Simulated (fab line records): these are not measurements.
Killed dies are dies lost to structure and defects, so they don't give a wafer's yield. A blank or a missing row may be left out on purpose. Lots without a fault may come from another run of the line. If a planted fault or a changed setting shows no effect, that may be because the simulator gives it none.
Comparing a struck lot with a sound one | flow sky130 | 33 steps out of a route of 708
Sound: these wafers, L281.2, L281.3, L281.5. The struck wafers were L286.2, L286.5, L286.6. Last of all comes the cause.
Each step with rows lists, per side, the tool, then ch with its chambers, then its first start. Under that, the readings that differ: sound wafers | struck wafers | difference of the means | sigmas: that difference in standard deviations of wafers without a fault.
alike: a reading whose means differ by less than 2 such deviations, as well as words and numbers matching on both sides. not compared: withheld readings; readings where some wafer has no value; bounds like >300 that might hide an equal value; numbers whose values overlap and for which the record gives no deviation.
Wherever a step has rows on one side only, a row that says differs or no value, or a row with sigmas, the two part there. Numbers that don't overlap but have no deviation are shown without sigmas and don't part them. A reading that every wafer of one side lacks parts them only if that side has two wafers or more.

first, 9 steps without rows for these wafers: SKY_SONOS_TUNNEL_COAT_02 (resist thk 1140 nm); SKY_SONOS_TUNNEL_SOFTBAKE_03 (time 60 s); SKY_SONOS_TUNNEL_EXPOSE_04 (exposes mask TUNM, target cd 410 nm); SKY_SONOS_TUNNEL_PEB_05; SKY_SONOS_TUNNEL_DEVELOP_06 (develop time 60 s); SKY_SONOS_TUNNEL_IMPLANT_09; SKY_SONOS_TUNNEL_WET_ETCH_10 (etches SiO2 in dHF, target depth 14 nm, time 280 s); SKY_SONOS_TUNNEL_STRIP_11 (strips in SPM, time 600 s); SKY_SONOS_TUNNEL_CLEAN_13 (cleans in dHF, time 20 s).
SKY_SONOS_ONO_OXIDATION_00: stabilise 600 s, purge 300 s, target thk 2.6 nm.
  sound on furnace-02 ch 0, day 11 07:47; struck on furnace-01 ch 0, day 13 02:17
  reading                   | sound             | struck            | difference | sigmas
  zone power centre pct (%) | 15.81 15.76 15.95 | 15.48 15.34 15.21 | -0.50      | -2
  alike: spike tc lower C, zone power bottom pct, zone power lower pct, zone power upper pct
then, 22 steps without rows for these wafers: SKY_SONOS_ONO_CVD_02 (deposits Si3N4 from DCS/NH3, target thk 10.5 nm, time 180 s); SKY_SONOS_ONO_CVD_04 (deposits SiO2 from SiH4/N2O, target thk 5.7199 nm); SKY_SONOS_ONO_DEHYDRATE_06 (time 60 s); SKY_SONOS_ONO_HMDS_07 (prime time 60 s); SKY_SONOS_ONO_COAT_08 (resist thk 1140 nm); SKY_SONOS_ONO_SOFTBAKE_09 (time 60 s); SKY_SONOS_ONO_EXPOSE_10 (exposes mask ONOM, target cd 410 nm); SKY_SONOS_ONO_PEB_11; SKY_SONOS_ONO_DEVELOP_12 (develop time 60 s); SKY_SONOS_ONO_ETCH_15 (etches the open film in CHF3/O2, target depth 19.52 nm, time 7.8 s); SKY_SONOS_ONO_WET_ETCH_16 (etches SiO2 in dHF, target depth 14 nm, time 280 s); SKY_SONOS_ONO_STRIP_17 (strips in O2/N2); SKY_SONOS_ONO_WET_ETCH_18 (etches Si3N4 in H3PO4, target depth 15 nm, time 172 s); SKY_GATE_OXIDE_CLEAN_00 (cleans in SC1/SC2, time 150 s); SKY_GATE_OXIDE_OXIDATION_01 (stabilise 600 s, purge 300 s, target thk 10.268 nm); SKY_GATE_OXIDE_DEHYDRATE_03 (time 60 s); SKY_GATE_OXIDE_HMDS_04 (prime time 60 s); SKY_GATE_OXIDE_COAT_05 (resist thk 1140 nm); SKY_GATE_OXIDE_SOFTBAKE_06 (time 60 s); SKY_GATE_OXIDE_EXPOSE_07 (exposes mask LVOM, target cd 600 nm); SKY_GATE_OXIDE_PEB_08; SKY_GATE_OXIDE_DEVELOP_09 (develop time 60 s).
-- record jumps: 34 days separate the struck wafers' starts on either side; left off in module GATE_OXIDE, taken up again in module PAD_OPEN, whose first shown step is the route's number 708 --
SKY_PAD_OPEN_PROBE_99:
  sound: prober-01 at day 45 14:41; struck: prober-01 at day 47 04:22
  reading             | sound    | struck                                                                     | difference                   | sigmas
  hold                | - - -    | await dispo/2.5h/release await dispo/2.5h/release await dispo/2.5h/release | no value on the sound wafers |
  killed at front end | 21 15 13 | 101 114 99                                                                 | +88                          | +22
  killed dies         | 85 87 76 | 171 179 163                                                                | +88                          | +10
  killed on rim       | 17 22 15 | 30 44 30                                                                   | +17                          | +4
  alike: killed_at_M0_to_M3, killed_at_M4_up, killed at contacts, killed at other, killed open, killed short

## WHERE THEY PART
Last at SKY_PAD_OPEN_PROBE_99 as far as this record goes, first at SKY_SONOS_ONO_OXIDATION_00.

WHY: what the simulator had put in
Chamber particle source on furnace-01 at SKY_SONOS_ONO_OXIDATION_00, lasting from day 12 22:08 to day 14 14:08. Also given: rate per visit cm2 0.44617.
